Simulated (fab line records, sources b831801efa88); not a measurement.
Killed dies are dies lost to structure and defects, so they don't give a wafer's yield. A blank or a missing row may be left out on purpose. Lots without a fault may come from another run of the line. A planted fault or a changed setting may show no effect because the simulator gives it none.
A struck lot beside a sound one | flow gf180mcu | 18 steps out of a route of 602
Sound: wafers L680.2, L680.5, L680.6. Struck: wafers L693.1, L693.5, L693.6. The cause comes at the end.
At each step with rows: each side's tool, then ch and its chambers, then its first start. Under that, the readings that differ: sound wafers | struck wafers | difference of the means | sigmas: that difference in standard deviations of wafers without a fault.
alike: readings whose means differ by less than 2 such deviations, and words and numbers that are the same on both sides. not compared: withheld readings, readings that some wafer has no value for, bounds like >300 that may hide the same value, and numbers for which the record gives no deviation and whose values overlap.
The two part at a step that has a row with sigmas, a row that says differs or no value, or rows on one side only. Numbers that don't overlap but have no deviation are shown without sigmas and don't part them. A reading that every wafer of one side lacks parts them only if that side has two wafers or more.

GF_VT_IMPLANT_RS_MEAS_47: measures by four-point-probe.
  sound on film_metro-03, day 7 17:21; struck on film_metro-01, day 11 05:20
  alike: NWELL_RS
GF_VT_IMPLANT_RS_MEAS_48: measures by four-point-probe.
  sound on film_metro-03, day 7 17:28; struck on film_metro-01, day 11 05:27
  alike: LVPWELL_RS
GF_VT_IMPLANT_RS_MEAS_49: measures by four-point-probe.
  sound on film_metro-03, day 7 17:35; struck on film_metro-01, day 11 05:34
  alike: MVPSD_RS
then, 4 steps without rows for these wafers: GF_VT_IMPLANT_WET_ETCH_50 (etches SiO2 in dHF, target depth 20 nm, time 400 s); GF_DUAL_GATE_CLEAN_00 (cleans in SC1/SC2, time 150 s); GF_DUAL_GATE_CLEAN_01 (cleans in dHF, time 20 s); GF_DUAL_GATE_OXIDATION_02 (stabilise 600 s, purge 300 s, target thk 10.887 nm).
GF_DUAL_GATE_THK_MEAS_03:
  sound on film_metro-02, day 7 19:20; struck on film_metro-03, day 11 07:19
  alike: DUAL_GATE_OXIDATION_00_THK
then, 4 steps without rows for these wafers: GF_DUAL_GATE_DEHYDRATE_04 (time 60 s); GF_DUAL_GATE_HMDS_05 (prime time 60 s); GF_DUAL_GATE_COAT_06 (resist thk 1000 nm); GF_DUAL_GATE_SOFTBAKE_07 (time 60 s).
GF_DUAL_GATE_EXPOSE_08: exposes mask Dualgate, target cd 700 nm.
  sound on iline_stepper-01 ch 0, day 8 03:49; struck on iline_stepper-02 ch 0, day 11 16:32
  reading                           | sound             | struck            | difference | sigmas
  model.DUAL_GATE.overlay_x_nm (nm) | -1.54 -1.54 -1.54 | 4.703 4.703 4.703 | +6.243     |
  alike: mask
then, 2 steps without rows for these wafers: GF_DUAL_GATE_PEB_09; GF_DUAL_GATE_DEVELOP_10 (develop time 60 s).
GF_DUAL_GATE_OVL_MEAS_11:
  sound on overlay-01, day 8 11:55; struck on overlay-01, day 12 01:43
  reading            | sound        | struck      | difference | sigmas
  DUAL_GATE_OVL (nm) | 0.8 -1.0 0.2 | 5.1 5.9 5.7 | +5.6       | +6
then, 1 step without rows for these wafers: GF_DUAL_GATE_WET_ETCH_12 (etches SiO2 in dHF, target depth 13 nm, time 260 s).
-- the record jumps here: 21 days lie between the struck wafers' starts before and after (it left off in module DUAL_GATE and takes up again in module PASSIVATION, whose first step shown is number 602 of the route) --
GF_PASSIVATION_PROBE_99:
  the record has rows for the struck wafers here (prober-02, day 32 19:18) and none for the sound ones

WHERE THEY PART
First at GF_DUAL_GATE_OVL_MEAS_11; last, within this record, at GF_PASSIVATION_PROBE_99.

WHY: what the simulator had put in
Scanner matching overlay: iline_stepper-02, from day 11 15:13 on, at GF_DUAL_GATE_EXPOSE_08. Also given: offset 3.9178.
